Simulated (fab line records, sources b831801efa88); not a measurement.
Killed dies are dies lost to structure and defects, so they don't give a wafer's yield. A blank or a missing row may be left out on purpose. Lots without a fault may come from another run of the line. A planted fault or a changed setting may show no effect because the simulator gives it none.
Which tool did it? | flow gf180mcu | 12 lots, 36 wafers sampled, at 2 steps of a route of 602

WHAT THE GAUGES READ, wafer by wafer
GF_M4_THK_MEAS_06: measures by xrf.
lot  | measured     | on            | M4_ALCU_THK (nm)
L075 | day 22 23:17 | film_metro-03 | 451 453 451
L077 | day 23 08:20 | film_metro-03 | 442 445 448
L079 | day 24 05:04 | film_metro-03 | 446 444 450
L081 | day 25 06:14 | film_metro-03 | 448 451 440
L083 | day 25 17:00 | film_metro-01 | 437 434 436
L085 | day 26 14:08 | film_metro-01 | 446 436 436
L087 | day 26 21:52 | film_metro-03 | 443 436 435
L089 | day 27 19:14 | film_metro-01 | 440 440 439
L090 | day 28 09:37 | film_metro-03 | 453 449 451
L093 | day 28 20:14 | film_metro-03 | 451 445 445
L095 | day 29 08:40 | film_metro-03 | 445 445 445
L097 | day 29 15:05 | film_metro-03 | 445 446 443

WHICH TOOL RAN EACH LOT (tool, then ch and the chambers of the sampled wafers, then the start)
lot  | GF_M3_SPUTTER_00
L075 | pvd_sputter-02, day 20 20:11
L077 | pvd_sputter-01, day 21 06:01
L079 | pvd_sputter-04, day 22 04:47
L081 | pvd_sputter-02, day 23 07:26
L083 | pvd_sputter-02, day 23 19:01
L085 | pvd_sputter-01, day 24 17:02
L087 | pvd_sputter-04, day 25 01:07
L089 | pvd_sputter-01, day 25 23:22
L090 | pvd_sputter-04, day 26 14:05
L093 | pvd_sputter-04, day 27 00:50
L095 | pvd_sputter-04, day 27 13:59
L097 | pvd_sputter-04, day 27 21:05
- GF_M3_SPUTTER_00: material Ti, target thk 37.5 nm, time 150 s.

THE ANSWER, worked out from the rows above alone
Rule: what is usual is taken from the lots themselves. Put in order of their means at a reading, lots are off if they are a third of the lots or fewer, leave a main group of 4 or more, and stand apart from it by a gap of 3 or more times the standard deviation of the main group's means; of several such gaps the widest counts. A main group whose means are all the same, to the digits that the tables above print for the reading, isn't used. A lot without any number at a reading at which 4 lots or more have one is off too. The other lots that the step has rows for count as sound.
No lot is off at any reading shown: from this, nothing can be told.

WHAT THE SIMULATOR HAD PUT IN
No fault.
